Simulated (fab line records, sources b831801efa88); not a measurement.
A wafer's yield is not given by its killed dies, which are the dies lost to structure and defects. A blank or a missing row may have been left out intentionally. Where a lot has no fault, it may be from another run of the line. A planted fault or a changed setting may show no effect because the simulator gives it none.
8D (eight disciplines) problem report, filled in by code ; flow sky130 ; the parts of the form that need people (team, actions taken, sign-off) are left out

== 1. THE ISSUE ==
Mean of beamOnS at SKY_NWELL_IMPLANT_13: 11.41 s across 2 wafers in 2 lots; on wafers with no fault it is 10.01 s (standard deviation 0.2). Relative to the usual mean, that is a shift of +7.0 standard deviations.
Seen first at day 7 04:33 on implanter-02, wafer L577.1. Wafers with a number at this step in the record: 37, from 13 lots. Rule for "out", or "out of limits": more than 4 standard deviations from the usual mean. The rest of the wafers with a number are treated as sound.

== 2. WHAT IT IS, AND WHAT IT ISN'T ==
question;is;is not
which readings at this step;beamOnS, faradayCurrentUA;-
which lots;L577, L580;L567, L568, L569, L571, L572, L583, L586, L587, L588, L589, L590
which wafers of those lots;L577.1, L580.1;L577.6, L580.6
read on which tools;implanter-02;implanter-03, implanter-04
when;from day 7 04:33;"up to then (16 sound wafers); but 19 sound wafers of L580, L583, L586, L587, L588, L589, L590 came after"

== 3. WHAT RULES OUT EACH SUSPECT ==
Counting: a tool at a process step up to the reading stays a suspect if it ran every lot that is out. Sound lots after the first of them don't rule it out here, since some wafers of a struck lot are sound.
- implanter-02 at SKY_NWELL_IMPLANT_13: kept. Ran every lot that is out, first one L577 (day 7 04:33); last sound lot up to then L572 (day 5 16:04). Its own readings are out on those wafers: beamOnS, faradayCurrentUA.
Left after counting: implanter-02 at SKY_NWELL_IMPLANT_13.

== 4. THE CAUSE (what the simulator had put in) ==
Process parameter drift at SKY_NWELL_IMPLANT_13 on implanter-02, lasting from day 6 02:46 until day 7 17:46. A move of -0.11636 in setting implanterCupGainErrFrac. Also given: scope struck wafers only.
After counting, this tool was the only one left.

== 5. THE CHAIN OF EFFECTS, in route order ==
One row per reading whose mean, taken over the struck wafers that have a number, lies over 3 standard deviations from the usual. Only readings whose record carries a usual standard deviation are examined. hours: median over the lots of the time between each lot's start at the first step of this table that gives one and its start at this step. sigmas: the change, counted in usual standard deviations.
hours;step;reading;usual;on struck wafers;change;sigmas
0;SKY_NWELL_IMPLANT_13;beamOnS;10.01 s;11.41;+1.40;+7.0
0;SKY_NWELL_IMPLANT_13;faradayCurrentUA;3.95;3.46;-0.49;-6.3
Its process steps:
- SKY_NWELL_IMPLANT_13

== 6. WHAT WOULD HAVE CAUGHT IT SOONER ==
The fault began at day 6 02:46; the first out-of-limits reading in this record came at day 7 04:33, 26 hours later.
